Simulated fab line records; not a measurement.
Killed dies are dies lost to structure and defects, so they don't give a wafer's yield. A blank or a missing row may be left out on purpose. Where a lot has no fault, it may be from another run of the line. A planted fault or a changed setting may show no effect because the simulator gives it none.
Which tool is to blame?    flow sky130    12 lots with 36 wafers sampled at 2 steps, on a route of 708 steps

== WHAT THE GAUGES SHOWED, per wafer ==
SKY_CAPM_OVL_MEAS_12.
lot   measured      on          CAPM_OVL (nm)
L195  day 37 10:16  overlay-02  0.0 0.7 -0.5
L198  day 38 18:15  overlay-02  -1.0 -1.2 -0.2
L201  day 39 14:31  overlay-01  -4.9 -3.0 -2.4
L206  day 41 03:39  overlay-01  -0.7 -1.4 0.8
L207  day 41 15:28  overlay-02  -1.4 -2.0 -2.1
L211  day 42 11:18  overlay-01  -2.3 -2.9 -2.5
L210  day 42 13:59  overlay-01  -2.0 -0.4 0.3
L212  day 42 16:44  overlay-01  -1.5 -0.9 -1.9
L216  day 43 16:59  overlay-02  0.0 -0.4 -0.1
L215  day 43 20:47  overlay-02  -1.8 -0.6 0.1
L218  day 44 03:28  overlay-01  -0.2 -0.6 -1.0
L217  day 44 04:01  overlay-02  -4.0 -3.4 -2.3

SKY_METAL3_CD_MEAS_13: the cd target is 300 nm.
lot   measured      on        cdNm (nm)
L195  day 38 12:20  cdSem-01  301.6 301.4 300.7
L198  day 39 19:11  cdSem-01  300.7 301.4 300.1
L201  day 40 15:01  cdSem-01  299.7 300.2 299.5
L206  day 42 01:45  cdSem-01  303.2 301.7 301.4
L207  day 42 14:22  cdSem-02  301.1 299.9 299.5
L211  day 43 11:08  cdSem-02  299.1 299.9 299.1
L210  day 43 13:44  cdSem-01  302.7 302.7 303.4
L212  day 43 15:50  cdSem-02  302.4 301.4 300.8
L216  day 44 16:07  cdSem-01  300.2 299.4 302.1
L215  day 44 19:41  cdSem-02  300.9 300.9 300.6
L218  day 45 01:38  cdSem-01  300.5 300.5 300.1
L217  day 45 03:00  cdSem-02  297.8 298.4 298.9

== TOOL THAT RAN EACH LOT (tool first, then ch and the chambers of the sampled wafers, then the start) ==
The record shows no process step preceding these readings.

== WHAT THE TOOLS THEMSELVES READ (means of the sampled wafers that have a number; where no wafer has one, the mark that the record gives instead) ==
The record holds no such reading with a usual standard deviation.

== THE ANSWER, worked out from the rows above alone ==
Rule: what is usual is taken from the lots themselves. The widest of any qualifying gaps counts: lots, ordered by their means at a reading, are off when they make up no more than a third of the lots, leave a main group of 4 or more, and stand apart from it by 3 or more times the standard deviation of that group's means. A main group whose means are all the same, to the digits that the tables above print for the reading, isn't used. A lot without any number at a reading at which 4 lots or more have one is off too. Where the step has rows for the other lots, those lots are counted as sound. Order of review: gauges by route order, followed by the tools' own readings, for which a lot's mean as printed above is used. At the first step where some lot is off, the reading lying furthest off is the one used; lots without a number count as furthest.
No lot is off on any of the readings shown, so nothing can be concluded from this.

== WHAT THE SIMULATOR HAD INSERTED ==
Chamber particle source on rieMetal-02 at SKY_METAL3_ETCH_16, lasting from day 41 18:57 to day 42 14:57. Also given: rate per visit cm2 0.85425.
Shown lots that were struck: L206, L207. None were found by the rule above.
